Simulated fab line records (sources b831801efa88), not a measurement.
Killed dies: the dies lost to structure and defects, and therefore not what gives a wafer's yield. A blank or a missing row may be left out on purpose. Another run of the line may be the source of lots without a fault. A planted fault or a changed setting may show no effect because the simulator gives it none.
Which tool is to blame? / flow sky130 / 36 wafers sampled from 12 lots at 1 step of a route of 708

WHAT THE GAUGES READ, wafer by wafer
SKY_FIELD_ISO_THK_MEAS_04.
lot=L075; measured=day 1 22:47; on=filmMetro-02; FIELD_ISO_CVD_03_THK (nm)=165.0 166.1 165.7
lot=L076; measured=day 2 06:21; on=filmMetro-02; FIELD_ISO_CVD_03_THK (nm)=166.1 166.6 165.5
lot=L079; measured=day 2 19:10; on=filmMetro-03; FIELD_ISO_CVD_03_THK (nm)=165.8 166.8 167.2
lot=L081; measured=day 3 02:13; on=filmMetro-03; FIELD_ISO_CVD_03_THK (nm)=166.3 165.8 166.7
lot=L083; measured=day 3 10:29; on=filmMetro-04; FIELD_ISO_CVD_03_THK (nm)=164.4 164.9 164.8
lot=L085; measured=day 3 21:32; on=filmMetro-03; FIELD_ISO_CVD_03_THK (nm)=166.7 166.9 165.9
lot=L087; measured=day 4 08:44; on=filmMetro-04; FIELD_ISO_CVD_03_THK (nm)=168.4 167.5 166.9
lot=L089; measured=day 4 19:16; on=filmMetro-02; FIELD_ISO_CVD_03_THK (nm)=168.8 166.4 165.7
lot=L091; measured=day 5 04:57; on=filmMetro-04; FIELD_ISO_CVD_03_THK (nm)=166.5 166.8 166.1
lot=L093; measured=day 5 14:23; on=filmMetro-03; FIELD_ISO_CVD_03_THK (nm)=167.6 167.0 166.8
lot=L095; measured=day 5 23:26; on=filmMetro-04; FIELD_ISO_CVD_03_THK (nm)=166.6 166.8 166.9
lot=L097; measured=day 6 09:11; on=filmMetro-03; FIELD_ISO_CVD_03_THK (nm)=166.9 167.5 167.6

WHAT TOOL EACH LOT RAN ON (gives the tool, then ch and the chambers of the sampled wafers, and finally the start)
The record shows no process step preceding these readings.

THE ANSWER, worked out from the rows above alone
Rule: the usual values come from the lots themselves. The widest of any qualifying gaps counts: lots, ordered by their means at a reading, are off when they make up no more than a third of the lots, leave a main group of 4 or more, and stand apart from it by 3 or more times the standard deviation of that group's means. A main group whose means are all the same, to the digits that the tables above print for the reading, isn't used. Also off: a lot with no number at a reading for which 4 or more lots have one. Any other lot the step has rows for is counted as sound.
No lot is off on any of the readings shown, so nothing can be concluded from this.

WHAT THE SIMULATOR HAD INSERTED
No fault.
